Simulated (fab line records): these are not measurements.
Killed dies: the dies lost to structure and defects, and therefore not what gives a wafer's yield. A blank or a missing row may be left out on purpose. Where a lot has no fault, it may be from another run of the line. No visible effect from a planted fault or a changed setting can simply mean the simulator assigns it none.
fab line records + flow sky130 + part 2 of 2: steps 33 to 43 of 43
[record]
- lots = 5
- wafers = 15
- lastDay = 50
route steps=708 shown PWDE@45 NWELL@56 VT_ADJUST_HVTP@85
lots that met no fault: from a run of the same line without faults
startH: start of the lot's first displayed wafer, in hours after the record's first day + waitH: hours from the lot's prior step to this one + " same as the row above + L1.1+2: a row that stands for several wafers + - value missing, or start not given + * or withheld: withheld + < > ~ a bound
route shown NAME@n: names a module that has steps shown in the file, with the first one's number in the route + usual: the fault-free wafers' mean and standard deviation + same: alike in all rows + chamber/n: place in a boat + sites: the reading at each site + _std_site: standard deviation across them + _edge_site: the outer-site mean with the inner-site mean subtracted + radiusMm: how far each site lies from the wafer's centre + mask NAME#n: copy n + behind: the most recent tool/chamber to have shaped the wafer + hold: cause of the lot's hold/its duration in hours/its outcome + device: names the non-switching transistor (n, p or np) + end of line: the same wafers' tests at the end of the route + where a step has no rows: the recipe by itself + killed: dies lost to structure and defects at the first sort, not the wafer's yield + map: per-die view of a wafer (x killed, . not killed, _ where there is no die)
set.NAME: setting as actually run; set.NAME@STEP: the setting as run at that earlier step + model.NAME: the simulator's own value behind a step, which no gauge read
a table for each step, a row for each wafer; lots at some steps of the route
services: a tool's chamber out of use, with start hour (startH, from the record's first day; less than 0 if before it), hours out, and reason
[[steps]]
[step SKY_NWELL_IMPLANT_24]
[recipe]
- species = B
- energyKev = 140
- doseCm2 = 9.2e+12
- tiltDeg = withheld
[usual]
- endStationPressureTorr = 5.08e-06/2.8e-07
| lot.wafer | tool         | chamber | startH | waitH | endStationPressureTorr |
|-----------|--------------|---------|--------|-------|------------------------|
| L084.4    | implanter-02 | 0       | 176.19 | 0.1   | 4.88e-06               |
| L084.5    | "            | 0       | "      | "     | 5.46e-06               |
| L084.6    | "            | 0       | "      | "     | 4.8e-06                |
| L086.2    | implanter-01 | 0       | 178.91 | 0.0   | 4.99e-06               |
| L086.3    | "            | 0       | "      | "     | 5.3e-06                |
| L086.4    | "            | 0       | "      | "     | 5e-06                  |
| L088.1    | implanter-01 | 0       | 194.26 | 0.0   | 5.06e-06               |
| L088.2    | "            | 0       | "      | "     | 4.92e-06               |
| L088.4    | "            | 0       | "      | "     | 5.18e-06               |
| L089.1    | implanter-01 | 0       | 195.28 | 0.0   | 5.17e-06               |
| L089.4    | "            | 0       | "      | "     | 5.4e-06                |
| L089.6    | "            | 0       | "      | "     | 5.03e-06               |
| L094.3    | implanter-02 | 0       | 228.33 | 0.1   | 4.73e-06               |
| L094.5    | "            | 0       | "      | "     | 4.97e-06               |
| L094.6    | "            | 0       | "      | "     | 4.53e-06               |
[step SKY_NWELL_STRIP_25]
[recipe]
- chemistry = O2/N2
- powerW = 1400
- pressureMtorr = 1500
- platenTempC = withheld
- o2FlowSccm = 3000
- n2FlowSccm = 300
- overashFraction = 0.5
[usual]
- drypumpMotorCurrentA = 6.0/0.57
- oesProductAu = 0.722/0.0045
- stripTimeToEndpointS = 36.87/0.083
[same]
- overashFraction = 0.5
| lot.wafer | tool           | chamber | startH | waitH | drypumpMotorCurrentA | oesProductAu | rfHoursCounterH | stripTimeToEndpointS |
|-----------|----------------|---------|--------|-------|----------------------|--------------|-----------------|----------------------|
| L084.4    | plasmaAsher-02 | 0       | 176.30 | 0.1   | 5.1                  | 0.723        | -               | 36.81                |
| L084.5    | "              | 1       | "      | "     | 6.6                  | 0.719        | -               | 36.76                |
| L084.6    | "              | 0       | "      | "     | 5.1                  | 0.718        | -               | 36.91                |
| L086.2    | plasmaAsher-04 | 0       | 179.03 | 0.1   | 6.6                  | 0.723        | 37              | 36.99                |
| L086.3    | "              | 1       | "      | "     | 6.0                  | 0.725        | -               | 36.99                |
| L086.4    | "              | 0       | "      | "     | 6.5                  | 0.725        | -               | 36.99                |
| L088.1    | plasmaAsher-04 | 0       | 194.41 | 0.1   | 6.5                  | 0.725        | 39              | 36.88                |
| L088.2    | "              | 1       | "      | "     | 6.0                  | 0.726        | 39              | 36.88                |
| L088.4    | "              | 1       | "      | "     | 6.0                  | 0.722        | -               | 36.81                |
| L089.1    | plasmaAsher-01 | 1       | 195.43 | 0.1   | 5.7                  | 0.725        | 49              | 36.92                |
| L089.4    | "              | 0       | "      | "     | 6.5                  | 0.716        | -               | 36.86                |
| L089.6    | "              | 0       | "      | "     | 6.5                  | 0.724        | -               | 36.87                |
| L094.3    | plasmaAsher-01 | 0       | 228.47 | 0.1   | 6.5                  | 0.720        | -               | 36.93                |
| L094.5    | "              | 0       | "      | "     | 6.5                  | 0.723        | -               | 36.89                |
| L094.6    | "              | 1       | "      | "     | 5.7                  | 0.723        | -               | 36.89                |
[step SKY_NWELL_TW_MEAS_26]
[usual]
- NWELL_2_TW = 498/3.5
| lot.wafer | tool         | chamber | startH | waitH | NWELL_2_TW |
|-----------|--------------|---------|--------|-------|------------|
| L084.4    | filmMetro-01 | -       | 176.40 | 0.1   | 499        |
| L084.5    | "            | -       | "      | "     | 502        |
| L084.6    | "            | -       | "      | "     | 498        |
| L086.2    | filmMetro-03 | -       | 179.14 | 0.1   | 491        |
| L086.3    | "            | -       | "      | "     | 495        |
| L086.4    | "            | -       | "      | "     | 493        |
| L088.1    | filmMetro-04 | -       | 194.51 | 0.1   | 503        |
| L088.2    | "            | -       | "      | "     | 504        |
| L088.4    | "            | -       | "      | "     | 503        |
| L089.1    | filmMetro-04 | -       | 195.53 | 0.1   | 501        |
| L089.4    | "            | -       | "      | "     | 501        |
| L089.6    | "            | -       | "      | "     | 503        |
| L094.3    | filmMetro-01 | -       | 228.55 | 0.1   | 494        |
| L094.5    | "            | -       | "      | "     | 493        |
| L094.6    | "            | -       | "      | "     | 494        |
[step SKY_NWELL_CLEAN_27]
[recipe]
- chemistry = SC1/SC2
- mix = 1:4:20
- tempC = 70
- timeS = 150
- dry = n2Spin
| lot.wafer  | tool        | chamber | startH | waitH |
|------------|-------------|---------|--------|-------|
| L084.4+5+6 | wetBench-03 | 1       | 176.43 | 0.0   |
| L086.2+3+4 | wetBench-04 | 1       | 179.19 | 0.0   |
| L088.1+2+4 | wetBench-04 | 3       | 194.57 | 0.1   |
| L089.1+4+6 | wetBench-01 | 0       | 195.59 | 0.1   |
| L094.3+5+6 | wetBench-01 | 0       | 228.59 | 0.0   |
[step SKY_NWELL_RTA_28]
[recipe]
- tempC = 1050
- timeS = 30
- idleTempC = 650
- rampUpCPerS = 150
- rampDownCPerS = 90
- ambient = N2
[usual]
- annealTempCMax = 1057.9/2.4
- lampPowerPct = 25.30/0.051
- wafer_temp_C_max = 1054.8/0.95
| lot.wafer | tool         | chamber | startH | waitH | annealTempCMax | lampPowerPct | wafer_temp_C_max |
|-----------|--------------|---------|--------|-------|----------------|--------------|------------------|
| L084.4    | rtpAnneal-01 | 0       | 176.53 | 0.1   | 1055.7         | 25.39        | 1053.5           |
| L084.5    | "            | 0       | "      | "     | 1055.3         | 25.22        | 1055.5           |
| L084.6    | "            | 0       | "      | "     | 1054.2         | 25.33        | 1056.4           |
| L086.2    | rtpAnneal-01 | 0       | 179.26 | 0.0   | 1055.4         | 25.30        | 1055.4           |
| L086.3    | "            | 0       | "      | "     | 1057.5         | 25.26        | 1053.8           |
| L086.4    | "            | 0       | "      | "     | 1055.3         | 25.34        | 1054.9           |
| L088.1    | rtpAnneal-01 | 0       | 194.62 | 0.0   | 1056.7         | 25.31        | 1056.3           |
| L088.2    | "            | 0       | "      | "     | 1055.6         | 25.32        | 1054.5           |
| L088.4    | "            | 0       | "      | "     | 1056.2         | 25.32        | 1054.3           |
| L089.1    | rtpAnneal-02 | 0       | 195.64 | 0.0   | 1058.3         | 25.25        | 1054.4           |
| L089.4    | "            | 0       | "      | "     | 1061.7         | 25.36        | 1054.5           |
| L089.6    | "            | 0       | "      | "     | 1061.2         | 25.20        | 1054.8           |
| L094.3    | rtpAnneal-01 | 0       | 228.68 | 0.0   | 1054.2         | 25.28        | 1054.6           |
| L094.5    | "            | 0       | "      | "     | 1056.9         | 25.30        | 1054.8           |
| L094.6    | "            | 0       | "      | "     | 1053.5         | 25.31        | 1053.6           |
[step SKY_NWELL_RS_MEAS_29]
[recipe]
- thkMeasGauge = four-point-probe
[usual]
- NWELL_RS = 625.4/1.7
| lot.wafer | tool         | chamber | startH | waitH | NWELL_RS[ohm/sq] |
|-----------|--------------|---------|--------|-------|------------------|
| L084.4    | filmMetro-03 | -       | 176.64 | 0.1   | 625.7            |
| L084.5    | "            | -       | "      | "     | 627.0            |
| L084.6    | "            | -       | "      | "     | 628.6            |
| L086.2    | filmMetro-04 | -       | 179.37 | 0.1   | 626.8            |
| L086.3    | "            | -       | "      | "     | 624.8            |
| L086.4    | "            | -       | "      | "     | 624.0            |
| L088.1    | filmMetro-03 | -       | 194.72 | 0.1   | 629.2            |
| L088.2    | "            | -       | "      | "     | 628.7            |
| L088.4    | "            | -       | "      | "     | 628.5            |
| L089.1    | filmMetro-03 | -       | 195.74 | 0.1   | 628.5            |
| L089.4    | "            | -       | "      | "     | 627.3            |
| L089.6    | "            | -       | "      | "     | 628.7            |
| L094.3    | filmMetro-01 | -       | 228.78 | 0.1   | 626.0            |
| L094.5    | "            | -       | "      | "     | 626.5            |
| L094.6    | "            | -       | "      | "     | 625.8            |
[step SKY_NWELL_RS_MEAS_31]
[recipe]
- thkMeasGauge = four-point-probe
[usual]
- PWDE_RS = 5286/17
| lot.wafer | tool         | chamber | startH | waitH | PWDE_RS[ohm/sq] |
|-----------|--------------|---------|--------|-------|-----------------|
| L084.4    | filmMetro-03 | -       | 176.88 | 0.1   | 5277            |
| L084.5    | "            | -       | "      | "     | 5260            |
| L084.6    | "            | -       | "      | "     | 5262            |
| L086.2    | filmMetro-04 | -       | 179.61 | 0.1   | 5258            |
| L086.3    | "            | -       | "      | "     | 5298            |
| L086.4    | "            | -       | "      | "     | 5262            |
| L088.1    | filmMetro-03 | -       | 194.96 | 0.1   | 5309            |
| L088.2    | "            | -       | "      | "     | 5288            |
| L088.4    | "            | -       | "      | "     | 5287            |
| L089.1    | filmMetro-03 | -       | 195.98 | 0.1   | 5254            |
| L089.4    | "            | -       | "      | "     | 5258            |
| L089.6    | "            | -       | "      | "     | 5256            |
| L094.3    | filmMetro-01 | -       | 229.02 | 0.1   | 5296            |
| L094.5    | "            | -       | "      | "     | 5287            |
| L094.6    | "            | -       | "      | "     | 5303            |
[step SKY_VT_ADJUST_HVTP_DEHYDRATE_00]
[recipe]
- tempC = 200
- timeS = 60
| lot.wafer  | tool          | chamber | startH | waitH |
|------------|---------------|---------|--------|-------|
| L084.4+5+6 | lithoTrack-03 | 0       | 186.85 | 9.9   |
| L086.2+3+4 | lithoTrack-01 | 0       | 190.12 | 10.5  |
| L088.1+2+4 | lithoTrack-01 | 0       | 205.15 | 10.2  |
| L089.1+4+6 | lithoTrack-01 | 0       | 206.10 | 10.1  |
| L094.3+5+6 | lithoTrack-04 | 0       | 240.60 | 11.6  |
[step SKY_VT_ADJUST_HVTP_HMDS_01]
[recipe]
- primeTimeS = 60
- primeTempC = 120
| lot.wafer  | tool          | chamber | startH | waitH |
|------------|---------------|---------|--------|-------|
| L084.4+5+6 | lithoTrack-03 | 0       | 187.00 | 0.1   |
| L086.2+3+4 | lithoTrack-01 | 0       | 190.27 | 0.1   |
| L088.1+2+4 | lithoTrack-01 | 0       | 205.30 | 0.1   |
| L089.1+4+6 | lithoTrack-01 | 0       | 206.25 | 0.1   |
| L094.3+5+6 | lithoTrack-04 | 0       | 240.75 | 0.1   |
[step SKY_VT_ADJUST_HVTP_COAT_02]
[recipe]
- resist = NOVOLAK
- spinRpm = 3000
- resistThkNm = 1140
[usual]
- dispensePressureKPa = 49/3.3
| lot.wafer | tool          | chamber | startH | waitH | dispensePressureKPa |
|-----------|---------------|---------|--------|-------|---------------------|
| L084.4    | lithoTrack-03 | 0       | 187.15 | 0.1   | 52                  |
| L084.5    | "             | 0       | "      | "     | 52                  |
| L084.6    | "             | 0       | "      | "     | 52                  |
| L086.2    | lithoTrack-01 | 0       | 190.42 | 0.1   | 45                  |
| L086.3    | "             | 0       | "      | "     | 45                  |
| L086.4    | "             | 0       | "      | "     | 45                  |
| L088.1    | lithoTrack-01 | 0       | 205.45 | 0.1   | 45                  |
| L088.2    | "             | 0       | "      | "     | 45                  |
| L088.4    | "             | 0       | "      | "     | 45                  |
| L089.1    | lithoTrack-01 | 0       | 206.40 | 0.1   | 46                  |
| L089.4    | "             | 0       | "      | "     | 45                  |
| L089.6    | "             | 0       | "      | "     | 45                  |
| L094.3    | lithoTrack-04 | 0       | 240.90 | 0.1   | 53                  |
| L094.5    | "             | 0       | "      | "     | 53                  |
| L094.6    | "             | 0       | "      | "     | 53                  |
[step SKY_VT_ADJUST_HVTP_SOFTBAKE_03]
[recipe]
- tempC = 90
- timeS = 60
- resist = NOVOLAK
| lot.wafer  | tool          | chamber | startH | waitH |
|------------|---------------|---------|--------|-------|
| L084.4+5+6 | lithoTrack-03 | 0       | 187.30 | 0.1   |
| L086.2+3+4 | lithoTrack-01 | 0       | 190.57 | 0.1   |
| L088.1+2+4 | lithoTrack-01 | 0       | 205.60 | 0.1   |
| L089.1+4+6 | lithoTrack-01 | 0       | 206.55 | 0.1   |
| L094.3+5+6 | lithoTrack-04 | 0       | 241.05 | 0.1   |
[[services]]
| tool            | chamber | startH | hours | kind                     |
|-----------------|---------|--------|-------|--------------------------|
| plasmaAsher-02  | -       | 108.75 | 9.0   | pm                       |
| plasmaAsher-02  | 0       | 108.75 | 9.0   | ventCycle                |
| plasmaAsher-02  | 1       | 108.75 | 9.0   | ventCycle                |
| lithoTrack-01   | -       | 112.11 | -     | consumableReplace:filter |
| plasmaAsher-02  | 0       | 117.75 | -     | clean                    |
| plasmaAsher-02  | 1       | 117.75 | -     | clean                    |
| plasmaAsher-04  | -       | 126.98 | 0.7   | repair                   |
| implanter-01    | -       | 130.78 | 0.7   | repair                   |
| rtpAnneal-01    | -       | 136.13 | 3.4   | pm                       |
| ilineStepper-01 | -       | 144.83 | 0.8   | repair                   |
| plasmaAsher-04  | -       | 145.75 | 2.8   | pm                       |
| ilineStepper-01 | 0       | 147.31 | -     | calibration              |
| implanter-01    | -       | 163.01 | 1.4   | repair                   |
| ilineStepper-01 | -       | 166.07 | 0.6   | repair                   |
| implanter-02    | -       | 182.30 | 36.3  | pm                       |
| ilineStepper-02 | -       | 203.89 | 1.7   | pm                       |
| wetBench-04     | -       | 204.78 | 2.9   | repair                   |
| wetBench-04     | -       | 206.78 | 4.8   | repair                   |
| plasmaAsher-02  | -       | 219.84 | 0.4   | repair                   |
| implanter-03    | -       | 229.54 | 1.2   | repair                   |
| implanter-01    | -       | 238.25 | 0.6   | repair                   |
